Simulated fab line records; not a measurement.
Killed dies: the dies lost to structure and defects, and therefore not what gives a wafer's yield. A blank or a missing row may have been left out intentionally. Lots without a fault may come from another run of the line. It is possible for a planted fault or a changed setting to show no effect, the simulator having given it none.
fab line records	flow sky130
record: lots: 6	wafers: 16	lastDay: 50
route steps=708 shown VIA3@582
lots that met no fault: from a run of the same line without faults
startH: hours from the record's opening day to when the first of the lot's shown wafers began	waitH: hours since the lot's step before	" repeats the value in the row above	L1.1+2: a single row standing in for several wafers	- no value present, or no start provided	* or withheld: withheld	< > ~ a bound
route shown NAME@n: a module of which the file shows steps, and the number in the route of the first	usual: mean and standard deviation over wafers with no fault	same: alike in all rows	chamber/n: place in a boat	sites: readings site by site	_std_site: the standard deviation of these	_edge_site: mean of outer sites minus mean of inner sites	radiusMm: how far each site lies from the wafer's centre	mask NAME#n: copy n	behind: the tool/chamber that last shaped the wafer	hold: why the lot went on hold/how many hours it stayed there/how the hold came to an end	device: the transistor (n, p or np) that didn't switch	end of line: the same wafers' tests at the end of the route	where a step has no rows: the recipe by itself	killed: dies that structure and defects cost at the first sort, which is not the same as the wafer's yield	map: a wafer's dies, marking killed ones x, the rest . and places with no die _
set.NAME: the setting as run; set.NAME@STEP: as run at that earlier step	model.NAME: the simulator's own value behind a step, which no gauge read
lots at selected steps of the route; one table per step, one row per wafer
services: the hour from which a tool's chamber was out of use, counted from the record's first day as startH (under 0 if before that day), plus the number of hours and why
== steps ==
step: SKY_VIA3_EXPOSE_09
recipe: maskId: VIM3	na: 0.8	sourceShape: annular	sigmaInner: 0.55	sigmaOuter: 0.85	targetCdNm: 200	doseMj: 38
step: SKY_VIA3_PEB_10
recipe: pebTempC: withheld	pebTimeS: withheld	resist: KrF-thick
step: SKY_VIA3_DEVELOP_11
recipe: developTimeS: 60	resist: KrF-thick	devTempC: 21
step: SKY_VIA3_CD_MEAS_12
recipe: targetCdNm: 200
usual: cdNm: 200.1/1.1
lot.wafer	tool	chamber	startH	waitH	cdNm
L888.1	cdSem-01	-	936.25	-	200.0
L888.3	"	-	"	"	200.8
L888.5	"	-	"	"	199.5
L891.3	cdSem-02	-	960.98	-	200.5
L891.4	"	-	"	"	199.4
L891.5	"	-	"	"	198.9
L902.2	cdSem-01	-	1025.87	-	201.3
L902.5	"	-	"	"	200.2
L904.4	cdSem-02	-	1040.32	-	198.7
L904.5	"	-	"	"	199.8
L908.2	cdSem-02	-	1068.47	-	201.8
L908.3	"	-	"	"	201.0
L908.4	"	-	"	"	201.1
L909.1	cdSem-01	-	1075.90	-	200.0
L909.3	"	-	"	"	200.4
L909.6	"	-	"	"	200.5
step: SKY_VIA3_OVL_MEAS_13
usual: VIA3_OVL: 2/5.1
lot.wafer	tool	chamber	startH	waitH	VIA3_OVL[nm]
L888.1	overlay-02	-	936.37	0.1	4
L888.3	"	-	"	"	16
L888.5	"	-	"	"	15
L891.3	overlay-02	-	961.07	0.1	7
L891.4	"	-	"	"	10
L891.5	"	-	"	"	1
L902.2	overlay-01	-	1025.97	0.1	4
L902.5	"	-	"	"	-5
L904.4	overlay-01	-	1040.40	0.1	2
L904.5	"	-	"	"	0
L908.2	overlay-02	-	1068.57	0.1	-1
L908.3	"	-	"	"	3
L908.4	"	-	"	"	2
L909.1	overlay-02	-	1076.02	0.1	0
L909.3	"	-	"	"	10
L909.6	"	-	"	"	3
step: SKY_VIA3_ETCH_14
recipe: chemistry: N2/H2	target: BARC	ionEnergyEv: 200	sourceW: 500	biasW: 100	pressureMtorr: 30	n2FlowSccm: 100	h2FlowSccm: 200	stopOn: SiO2	timeS: 45.9	targetDepthA: 600
usual: drypumpMotorCurrentA: 5.7/0.39	oesProductAu: 0.854/0.0049	rfFwdPowerW: 495.1/2.1	throttleValvePct: 13.225/0.009
same: timeS: 45.9
lot.wafer	tool	chamber	startH	waitH	drypumpMotorCurrentA	oesProductAu	rfFwdPowerW	rfHoursCounterH	throttleValvePct
L888.1	rieDiel-01	0	936.40	0.0	5.5	0.855	494.9	11	13.241
L888.3	"	3	"	"	5.4	0.847	493.4	4	13.216
L888.5	"	1	"	"	6.2	0.850	494.7	-	13.224
L891.3	rieDiel-03	3	961.10	0.0	6.5	0.860	490.4	3	13.222
L891.4	"	0	"	"	5.9	0.849	491.4	14	13.221
L891.5	"	0	"	"	5.9	0.859	493.2	-	13.221
L902.2	rieDiel-02	0	1026.00	0.0	5.2	0.852	494.5	26	13.222
L902.5	"	3	"	"	5.9	0.845	495.6	-	13.240
L904.4	rieDiel-01	1	1040.41	0.0	6.2	0.858	494.2	12	13.235
L904.5	"	0	"	"	5.6	0.848	493.0	-	13.229
L908.2	rieDiel-01	1	1068.60	0.0	6.2	0.845	492.7	12	13.214
L908.3	"	0	"	"	5.6	0.855	494.1	15	13.231
L908.4	"	2	"	"	5.3	0.858	497.5	29	13.235
L909.1	rieDiel-03	3	1076.05	0.0	6.5	0.857	491.7	7	13.223
L909.3	"	1	"	"	6.1	0.845	497.0	25	13.235
L909.6	"	2	"	"	5.6	0.850	492.4	-	13.213
step: SKY_VIA3_ETCH_15
recipe: target: SiO2	chemistry: C4F8/O2/Ar	targetDepthNm: 507	stopOn: TiN	maskMaterial: KrF-thick	sourceW: 1500	biasW: 1200	pressureMtorr: 40	c4f8FlowSccm: withheld	O2_flow_sccm: 6	Ar_flow_sccm: 300	timeS: 78
usual: oesProductAu: 0.945/0.0048	rfFwdPowerW: 1490/5.1
same: timeS: 78
lot.wafer	tool	chamber	startH	waitH	oesProductAu	rfFwdPowerW
L888.1	rieDiel-01	0	936.45	0.0	0.954	1488
L888.3	"	3	"	"	0.959	1493
L888.5	"	1	"	"	0.945	1488
L891.3	rieDiel-03	3	961.14	0.0	0.945	1488
L891.4	"	0	"	"	0.953	1477
L891.5	"	0	"	"	0.946	1481
L902.2	rieDiel-02	0	1026.05	0.0	0.945	1494
L902.5	"	3	"	"	0.945	1490
L904.4	rieDiel-01	1	1040.46	0.0	0.948	1492
L904.5	"	0	"	"	0.943	1489
L908.2	rieDiel-01	1	1068.65	0.0	0.950	1486
L908.3	"	0	"	"	0.947	1488
L908.4	"	2	"	"	0.945	1503
L909.1	rieDiel-03	3	1076.10	0.0	0.948	1488
L909.3	"	1	"	"	0.941	1490
L909.6	"	2	"	"	0.957	1488
step: SKY_VIA3_STRIP_16
recipe: chemistry: O2/N2	powerW: 1400	pressureMtorr: 1500	platenTempC: withheld	o2FlowSccm: 3000	n2FlowSccm: 300	overashFraction: 0.5
usual: drypumpMotorCurrentA: 5.8/0.44	oesProductAu: 0.402/0.0049	stripTimeToEndpointS: 4.14/0.033
lot.wafer	tool	chamber	startH	waitH	drypumpMotorCurrentA	oesProductAu	rfHoursCounterH	stripTimeToEndpointS
L888.1	plasmaAsher-01	1	936.51	0.0	5.4	0.400	84	4.15
L888.3	"	0	"	"	5.5	0.403	-	4.08
L888.5	"	0	"	"	5.5	0.393	-	4.13
L891.3	plasmaAsher-02	0	961.23	0.1	6.3	0.408	-	4.19
L891.4	"	1	"	"	6.5	0.399	-	4.16
L891.5	"	0	"	"	6.3	0.402	-	4.17
L902.2	plasmaAsher-03	1	1026.11	0.0	5.7	0.401	60	4.17
L902.5	"	0	"	"	5.3	0.402	-	4.15
L904.4	plasmaAsher-03	1	1040.55	0.1	5.7	0.400	-	4.12
L904.5	"	1	"	"	5.7	0.403	-	4.15
L908.2	plasmaAsher-01	0	1068.71	0.0	5.5	0.396	98	4.14
L908.3	"	0	"	"	5.5	0.399	-	4.14
L908.4	"	1	"	"	5.4	0.408	-	4.16
L909.1	plasmaAsher-01	1	1076.16	0.0	5.4	0.408	98	4.13
L909.3	"	0	"	"	5.5	0.389	-	4.09
L909.6	"	1	"	"	5.4	0.396	-	4.11
step: SKY_VIA3_STRIP_17
recipe: chemistry: postEtchResidueRemover	timeS: 1200	tempC: 72.5
step: SKY_VIA3_CLEAN_18
recipe: chemistry: IPA	timeS: 180	tempC: 25
step: SKY_VIA3_CLEAN_19
recipe: chemistry: O3/DIW	dry: n2Spin
step: SKY_VIA3_SPUTTER_20
recipe: material: TiN	targetThkNm: 20	chamberPressurePa: 5	powerW: 4000	timeS: 80
usual: cathodeDcPowerW: 4000.0/0.79	chamberPressurePa: 5.000/0.0092	throttleValvePct: 30.3/0.97
same: timeS: 80
lot.wafer	tool	chamber	startH	waitH	cathodeDcPowerW	chamberPressurePa	throttleValvePct
L888.1	pvdSputter-01	-	937.14	0.0	3999.8	4.995	31.8
L888.3	"	-	"	"	4000.9	5.005	31.3
L888.5	"	-	"	"	4001.7	5.016	31.3
L891.3	pvdSputter-01	-	961.86	0.0	4000.5	5.008	32.0
L891.4	"	-	"	"	3999.5	5.002	29.2
L891.5	"	-	"	"	4001.0	5.009	29.0
L902.2	pvdSputter-02	-	1026.76	0.0	3999.5	5.017	31.1
L902.5	"	-	"	"	3999.5	5.004	31.0
L904.4	pvdSputter-02	-	1041.14	0.0	4000.2	5.009	29.7
L904.5	"	-	"	"	3999.5	5.012	30.0
L908.2	pvdSputter-02	-	1069.30	0.0	3999.1	5.006	29.0
L908.3	"	-	"	"	4000.0	4.994	30.7
L908.4	"	-	"	"	4000.5	4.990	30.0
L909.1	pvdSputter-04	-	1076.75	0.0	4000.2	5.000	30.8
L909.3	"	-	"	"	4000.9	4.980	30.3
L909.6	"	-	"	"	4000.6	4.989	30.5
step: SKY_VIA3_CVD_21
recipe: material: W	targetThkNm: 390	timeS: 117.31	tempC: 400	pressureTorr: 40
usual: heaterPowerW: 855/49
lot.wafer	tool	chamber	startH	waitH	heaterPowerW	model.W_of_VIA3_CVD_21.thkNm
L888.1	cvdW-01	0	937.20	0.0	812	396.2
L888.3	"	0	"	"	771	398.3
L888.5	"	1	"	"	882	389.3
L891.3	cvdW-02	0	961.96	0.1	873	396.4
L891.4	"	1	"	"	880	391.4
L891.5	"	0	"	"	892	400.1
L902.2	cvdW-02	0	1026.82	0.0	879	390.9
L902.5	"	0	"	"	885	417.6
L904.4	cvdW-02	0	1041.32	0.2	888	395.7
L904.5	"	0	"	"	886	418.1
L908.2	cvdW-01	0	1069.36	0.0	764	391.2
L908.3	"	0	"	"	791	389.6
L908.4	"	1	"	"	900	381.6
L909.1	cvdW-01	1	1076.81	0.0	887	379.4
L909.3	"	0	"	"	762	386.1
L909.6	"	0	"	"	783	390
step: SKY_VIA3_RS_MEAS_22
recipe: thkMeasGauge: four-point-probe	reads: W_of_VIA3_CVD_21+TiN_of_VIA3_SPUTTER_20
usual: VIA3_W_RS: 0.293/0.0041
lot.wafer	tool	chamber	startH	waitH	VIA3_W_RS[ohm/sq]
L888.1	filmMetro-04	-	937.32	0.1	0.290
L888.3	"	-	"	"	0.288
L888.5	"	-	"	"	0.296
L891.3	filmMetro-03	-	962.08	0.1	0.290
L891.4	"	-	"	"	0.293
L891.5	"	-	"	"	0.286
L902.2	filmMetro-02	-	1026.97	0.1	0.293
L902.5	"	-	"	"	0.275
L904.4	filmMetro-02	-	1041.51	0.1	0.290
L904.5	"	-	"	"	0.275
L908.2	filmMetro-04	-	1069.50	0.1	0.293
L908.3	"	-	"	"	0.295
L908.4	"	-	"	"	0.302
L909.1	filmMetro-04	-	1076.94	0.1	0.303
L909.3	"	-	"	"	0.297
L909.6	"	-	"	"	0.294
step: SKY_VIA3_THK_MEAS_23
recipe: thkMeasGauge: xrf	reads: W_of_VIA3_CVD_21
usual: VIA3_W_THK: 386/5.6
lot.wafer	tool	chamber	startH	waitH	VIA3_W_THK[nm]
L888.1	filmMetro-04	-	937.44	0.1	390
L888.3	"	-	"	"	393
L888.5	"	-	"	"	386
L891.3	filmMetro-03	-	962.18	0.1	393
L891.4	"	-	"	"	387
L891.5	"	-	"	"	393
L902.2	filmMetro-02	-	1027.08	0.1	385
L902.5	"	-	"	"	408
L904.4	filmMetro-02	-	1041.60	0.1	383
L904.5	"	-	"	"	407
L908.2	filmMetro-04	-	1069.61	0.1	386
L908.3	"	-	"	"	385
L908.4	"	-	"	"	378
L909.1	filmMetro-04	-	1077.06	0.1	379
L909.3	"	-	"	"	380
L909.6	"	-	"	"	387
step: SKY_VIA3_CMP_24
recipe: stopOn: SiO2	tOverpolishS: 20	downForcePsi: 3.5	platenRpm: 60	targetThkNm: 0	padVelocityMS: 0.94248
usual: motorCurrentA: 11.7/0.97
lot.wafer	tool	chamber	startH	waitH	motorCurrentA
L888.3	cmp-02	0	937.55	0.1	13.5
L888.1	"	2	"	"	12.1
L888.5	"	3	"	"	9.9
L891.3	cmp-01	2	962.27	0.1	11.5
L891.4	"	3	"	"	12.4
L891.5	"	2	"	"	12.1
L902.2	cmp-01	1	1027.23	0.1	12.2
L902.5	"	0	"	"	10.6
L904.4	cmp-02	1	1041.78	0.2	11.5
L904.5	"	3	"	"	10.1
L908.3	cmp-02	0	1069.66	0.0	13.9
L908.2	"	2	"	"	10.8
L908.4	"	3	"	"	9.9
L909.3	cmp-01	2	1077.22	0.1	12.2
L909.1	"	1	"	"	12.7
L909.6	"	3	"	"	12.1
== services ==
tool	chamber	startH	hours	kind
cmp-01	-	913.18	1.4	repair
rieDiel-01	3	940.07	6.2	repair
cvdW-01	1	955.17	20.8	repair
cmp-02	-	960.89	23.7	pm
rieDiel-01	1	965.96	2.2	repair
pvdSputter-02	-	971.06	2.7	repair
plasmaAsher-01	-	973.34	0.6	repair
rieDiel-01	1	980.60	5.8	repair
rieDiel-01	-	988.84	5.2	repair
cvdW-01	-	989.20	6.9	pm
cmp-02	-	991.10	9.3	repair
pvdSputter-02	-	994.42	3.8	repair
pvdSputter-02	-	1002.90	4.4	repair
cvdW-01	-	1003.70	2.7	repair
cmp-02	-	1010.09	7.9	pm
cvdW-02	1	1016.39	2.8	repair
pvdSputter-02	-	1019.95	2.1	repair
cvdW-01	-	1026.30	0.6	repair
rieDiel-03	-	1028.48	14.6	pm
cvdW-01	1	1033.40	7.3	repair
cmp-01	-	1056.83	1.6	repair
cmp-01	-	1068.69	2.5	repair
plasmaAsher-01	-	1069.34	1.6	repair
cmp-02	-	1075.85	2.2	repair
== key ==
firstSign: step: SKY_VIA3_RS_MEAS_22	reading: VIA3_W_RS	direction: down	sigmas: 4.5	usual: 0.293	struck: 0.275
effect: step: SKY_VIA3_THK_MEAS_23	reading: VIA3_W_THK	direction: up	sigmas: 4	usual: 386	struck: 408
modelEffect: step: SKY_VIA3_CVD_21	value: W_of_VIA3_CVD_21.thkNm	without: 396.3	struck: 417.8
metAt SKY_VIA3_CVD_21
struckWafers L902.5,L904.5
onsetBetween 961.96 1026.82
fault: kind: processParameterDrift	tool: cvdW-02	chamber: -	onsetH: 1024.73	steps: SKY_VIA3_CVD_21	channel: targetThkNm	offset: 21.545	shape: step	endH: 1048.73	scope: struckWafersOnly	actsIn: theseRecipesOnly	stated: 390
